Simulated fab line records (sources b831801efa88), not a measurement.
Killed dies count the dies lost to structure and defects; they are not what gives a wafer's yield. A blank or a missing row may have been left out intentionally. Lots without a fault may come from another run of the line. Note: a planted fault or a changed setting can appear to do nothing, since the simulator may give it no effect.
Which tool was responsible? / flow sky130 / 29 wafers from 10 lots sampled at 6 of the route's 708 steps

## WHAT EACH GAUGE READ, for each wafer
SKY_LOCAL_INTERCONNECT_OVL_MEAS_12. Usual: LOCAL_INTERCONNECT_OVL 1 nm, standard deviation 4.3.
lot=L754; measured=day 31 03:49; on=overlay-02; LOCAL_INTERCONNECT_OVL (nm)=4 -4 -4; flag=
lot=L755; measured=day 31 07:23; on=overlay-02; LOCAL_INTERCONNECT_OVL (nm)=6 4 -2; flag=
lot=L757; measured=day 31 11:34; on=overlay-01; LOCAL_INTERCONNECT_OVL (nm)=-4 -5 -7; flag=
lot=L765; measured=day 34 05:43; on=overlay-02; LOCAL_INTERCONNECT_OVL (nm)=-1 3; flag=
lot=L770; measured=day 35 13:45; on=overlay-02; LOCAL_INTERCONNECT_OVL (nm)=-1 2 4; flag=
lot=L769; measured=day 35 19:23; on=overlay-02; LOCAL_INTERCONNECT_OVL (nm)=2 1 0; flag=
lot=L774; measured=day 36 21:14; on=overlay-01; LOCAL_INTERCONNECT_OVL (nm)=2 2 3; flag=
lot=L775; measured=day 37 03:56; on=overlay-02; LOCAL_INTERCONNECT_OVL (nm)=-5 2 3; flag=
lot=L777; measured=day 37 09:16; on=overlay-02; LOCAL_INTERCONNECT_OVL (nm)=7 8 6; flag=
lot=L776; measured=day 37 12:12; on=overlay-01; LOCAL_INTERCONNECT_OVL (nm)=3 -4 3; flag=

SKY_CONTACT_THK_MEAS_01. Usual: CONTACT_CVD_00_THK 74.9 nm, standard deviation 0.75.
lot=L754; measured=day 31 04:36; on=film metro-04; CONTACT_CVD_00_THK (nm)=74.2 75.2 74.4; flag=
lot=L755; measured=day 31 08:10; on=film metro-04; CONTACT_CVD_00_THK (nm)=74.4 75.2 75.3; flag=
lot=L757; measured=day 31 12:25; on=film metro-01; CONTACT_CVD_00_THK (nm)=73.7 74.5 73.9; flag=
lot=L765; measured=day 34 06:33; on=film metro-02; CONTACT_CVD_00_THK (nm)=75.3 75.7; flag=
lot=L770; measured=day 35 14:38; on=film metro-04; CONTACT_CVD_00_THK (nm)=73.8 74.9 74.2; flag=
lot=L769; measured=day 35 20:09; on=film metro-04; CONTACT_CVD_00_THK (nm)=74.2 74.4 75.7; flag=
lot=L774; measured=day 36 22:10; on=film metro-01; CONTACT_CVD_00_THK (nm)=74.2 74.8 74.8; flag=
lot=L775; measured=day 37 04:44; on=film metro-01; CONTACT_CVD_00_THK (nm)=74.4 76.0 75.4; flag=
lot=L777; measured=day 37 10:10; on=film metro-01; CONTACT_CVD_00_THK (nm)=75.2 75.8 75.6; flag=
lot=L776; measured=day 37 13:01; on=film metro-01; CONTACT_CVD_00_THK (nm)=75.1 74.8 76.6; flag=

SKY_CONTACT_BOW_MEAS_05. Usual: CONTACT_BOW 83 um, standard deviation 6.7.
lot=L754; measured=day 31 05:07; on=film metro-02; CONTACT_BOW (um)=79 85 88; flag=
lot=L755; measured=day 31 08:41; on=film metro-02; CONTACT_BOW (um)=85 85 75; flag=
lot=L757; measured=day 31 12:54; on=film metro-02; CONTACT_BOW (um)=80 82 88; flag=
lot=L765; measured=day 34 07:02; on=film metro-02; CONTACT_BOW (um)=71 79; flag=
lot=L770; measured=day 35 15:07; on=film metro-04; CONTACT_BOW (um)=79 86 84; flag=
lot=L769; measured=day 35 20:38; on=film metro-01; CONTACT_BOW (um)=85 89 87; flag=
lot=L774; measured=day 36 22:40; on=film metro-01; CONTACT_BOW (um)=57 79 82; flag=
lot=L775; measured=day 37 05:14; on=film metro-02; CONTACT_BOW (um)=81 78 87; flag=
lot=L777; measured=day 37 10:40; on=film metro-02; CONTACT_BOW (um)=80 82 97; flag=
lot=L776; measured=day 37 13:30; on=film metro-04; CONTACT_BOW (um)=82 87 85; flag=

SKY_METAL2_RS_MEAS_05: a four-point-probe measurement. Usual: METAL2_ALCU_RS 0.1258 ohm/sq, standard deviation 0.0014.
lot=L754; measured=day 34 18:33; on=film metro-02; METAL2_ALCU_RS (ohm/sq)=0.1241 0.1255 0.1256; flag=
lot=L755; measured=day 34 22:09; on=film metro-02; METAL2_ALCU_RS (ohm/sq)=0.1263 0.1230 0.1256; flag=
lot=L757; measured=day 35 02:38; on=film metro-03; METAL2_ALCU_RS (ohm/sq)=0.1273 0.1275 0.1278; flag=
lot=L765; measured=day 37 16:57; on=film metro-02; METAL2_ALCU_RS (ohm/sq)=0.3492 0.1255; flag=OFF
lot=L770; measured=day 39 01:27; on=film metro-02; METAL2_ALCU_RS (ohm/sq)=0.1262 0.1270 0.1257; flag=
lot=L769; measured=day 39 05:46; on=film metro-01; METAL2_ALCU_RS (ohm/sq)=0.1258 0.1268 0.1268; flag=
lot=L774; measured=day 40 05:47; on=film metro-01; METAL2_ALCU_RS (ohm/sq)=0.1300 0.1266 0.1287; flag=
lot=L775; measured=day 40 12:05; on=film metro-01; METAL2_ALCU_RS (ohm/sq)=0.1260 0.1246 0.1251; flag=
lot=L777; measured=day 40 17:46; on=film metro-03; METAL2_ALCU_RS (ohm/sq)=0.1263 0.1264 0.1253; flag=
lot=L776; measured=day 40 18:56; on=film metro-01; METAL2_ALCU_RS (ohm/sq)=0.1255 0.1265 0.1272; flag=

SKY_METAL2_THK_MEAS_06: measures by xrf. Usual: METAL2_ALCU_THK 251.9 nm, standard deviation 2.9.
lot=L754; measured=day 34 18:39; on=film metro-02; METAL2_ALCU_THK (nm)=255.5 251.3 250.9; flag=
lot=L755; measured=day 34 22:15; on=film metro-02; METAL2_ALCU_THK (nm)=250.3 255.8 251.8; flag=
lot=L757; measured=day 35 02:46; on=film metro-03; METAL2_ALCU_THK (nm)=247.8 248.9 249.5; flag=
lot=L765; measured=day 37 17:04; on=film metro-02; METAL2_ALCU_THK (nm)=94.7 251.2; flag=OFF
lot=L770; measured=day 39 01:34; on=film metro-02; METAL2_ALCU_THK (nm)=251.9 249.2 251.2; flag=
lot=L769; measured=day 39 05:53; on=film metro-01; METAL2_ALCU_THK (nm)=252.6 250.3 249.0; flag=
lot=L774; measured=day 40 05:53; on=film metro-01; METAL2_ALCU_THK (nm)=246.3 251.2 247.8; flag=
lot=L775; measured=day 40 12:12; on=film metro-01; METAL2_ALCU_THK (nm)=254.8 257.3 254.5; flag=
lot=L777; measured=day 40 17:53; on=film metro-03; METAL2_ALCU_THK (nm)=253.8 251.3 253.4; flag=
lot=L776; measured=day 40 19:04; on=film metro-01; METAL2_ALCU_THK (nm)=252.6 252.9 250.9; flag=

## TOOL THAT RAN EACH LOT (tool first, then ch and the chambers of the sampled wafers, then the start)
lot=L754; SKY_METAL2_SPUTTER_02=pvd sputter-03, day 34 18:25
lot=L755; SKY_METAL2_SPUTTER_02=pvd sputter-03, day 34 22:01
lot=L757; SKY_METAL2_SPUTTER_02=pvd sputter-01, day 35 02:33
lot=L765; SKY_METAL2_SPUTTER_02=pvd sputter-03, day 37 16:52
lot=L770; SKY_METAL2_SPUTTER_02=pvd sputter-02, day 39 01:22
lot=L769; SKY_METAL2_SPUTTER_02=pvd sputter-01, day 39 05:40
lot=L774; SKY_METAL2_SPUTTER_02=pvd sputter-02, day 40 05:40
lot=L775; SKY_METAL2_SPUTTER_02=pvd sputter-01, day 40 11:59
lot=L777; SKY_METAL2_SPUTTER_02=pvd sputter-01, day 40 17:41
lot=L776; SKY_METAL2_SPUTTER_02=pvd sputter-03, day 40 18:51
- SKY_METAL2_SPUTTER_02: material AlCu, target thk 250 nm, time 13.3 s.

## WHAT THE TOOLS THEMSELVES READ (means of the sampled wafers that have a number; where no wafer has one, the mark that the record gives instead)
SKY_METAL2_SPUTTER_02. Usual: throttle valve pct reads 29.9 % (standard deviation 0.94).
lot=L754; tool=pvd sputter-03; throttle valve pct (%)=30.0; flag=
lot=L755; tool=pvd sputter-03; throttle valve pct (%)=29.7; flag=
lot=L757; tool=pvd sputter-01; throttle valve pct (%)=29.6; flag=
lot=L765; tool=pvd sputter-03; throttle valve pct (%)=29.5; flag=
lot=L770; tool=pvd sputter-02; throttle valve pct (%)=29.1; flag=
lot=L769; tool=pvd sputter-01; throttle valve pct (%)=29.7; flag=
lot=L774; tool=pvd sputter-02; throttle valve pct (%)=30.9; flag=
lot=L775; tool=pvd sputter-01; throttle valve pct (%)=30.9; flag=
lot=L777; tool=pvd sputter-01; throttle valve pct (%)=30.1; flag=
lot=L776; tool=pvd sputter-03; throttle valve pct (%)=29.9; flag=

## THE ANSWER, worked out from the rows above alone
Rule: a lot counts as off when the mean over its wafers that have a number is more than 3 standard deviations away from the usual mean. A lot without any number at a reading at which 4 lots or more have one is off too. Where the step has rows for the other lots, those lots are counted as sound. First the gauges in route order, then the tools' own readings, where a lot's mean is used as printed above. The first step at which some lot is off is used, and at that step the reading that is off furthest; a lot without a number counts as furthest.
Off: L765, seen at SKY_METAL2_RS_MEAS_05 (METAL2_ALCU_RS).
A tool fits if, at a process step before that reading, it ran every lot that is off, and no sound lot after the first of them. Gauges at SKY_METAL2_RS_MEAS_05: tried the same way as those tools. Not one of the candidates tried fits.

## WHAT THE SIMULATOR HAD PUT IN
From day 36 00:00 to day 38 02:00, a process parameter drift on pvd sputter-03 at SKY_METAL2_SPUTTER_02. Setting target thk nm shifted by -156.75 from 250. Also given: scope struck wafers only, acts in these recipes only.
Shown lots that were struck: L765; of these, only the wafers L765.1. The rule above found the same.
